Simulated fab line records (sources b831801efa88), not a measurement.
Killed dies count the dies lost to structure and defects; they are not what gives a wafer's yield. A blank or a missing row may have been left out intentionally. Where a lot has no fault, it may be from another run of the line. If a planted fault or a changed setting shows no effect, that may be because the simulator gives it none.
Which tool did it? -- flow sky130 -- 18 wafers sampled from 6 lots at 1 step of a route of 708

== WHAT EACH GAUGE READ, for each wafer ==
SKY_VIA4_OVL_MEAS_11.
lot,measured,on,VIA4_OVL (nm)
L504,day 44 12:25,overlay-01,1.3 3.5 0.3
L506,day 45 01:49,overlay-01,0.8 -0.2 0.1
L513,day 46 11:07,overlay-02,-1.0 -0.1 -0.4
L518,day 47 15:19,overlay-01,0.0 2.2 2.6
L520,day 48 07:47,overlay-02,-0.8 -0.5 1.4
L522,day 49 00:28,overlay-01,0.5 1.0 0.7

== WHAT TOOL EACH LOT RAN ON (gives the tool, then ch and the chambers of the sampled wafers, and finally the start) ==
There is no process step in the record ahead of these readings.

== THE ANSWER, worked out from the rows above alone ==
Rule: what is usual is taken from the lots themselves. Put in order of their means at a reading, lots are off if they are a third of the lots or fewer, leave a main group of 4 or more, and stand apart from it by a gap of 3 or more times the standard deviation of the main group's means; of several such gaps the widest counts. A main group whose means are all the same, to the digits that the tables above print for the reading, isn't used. Also off: a lot with no number at a reading for which 4 or more lots have one. All remaining lots with rows at the step are treated as sound.
Across all readings shown, no lot is off: no conclusion can be drawn from this.

== WHAT WAS PUT IN BY THE SIMULATOR ==
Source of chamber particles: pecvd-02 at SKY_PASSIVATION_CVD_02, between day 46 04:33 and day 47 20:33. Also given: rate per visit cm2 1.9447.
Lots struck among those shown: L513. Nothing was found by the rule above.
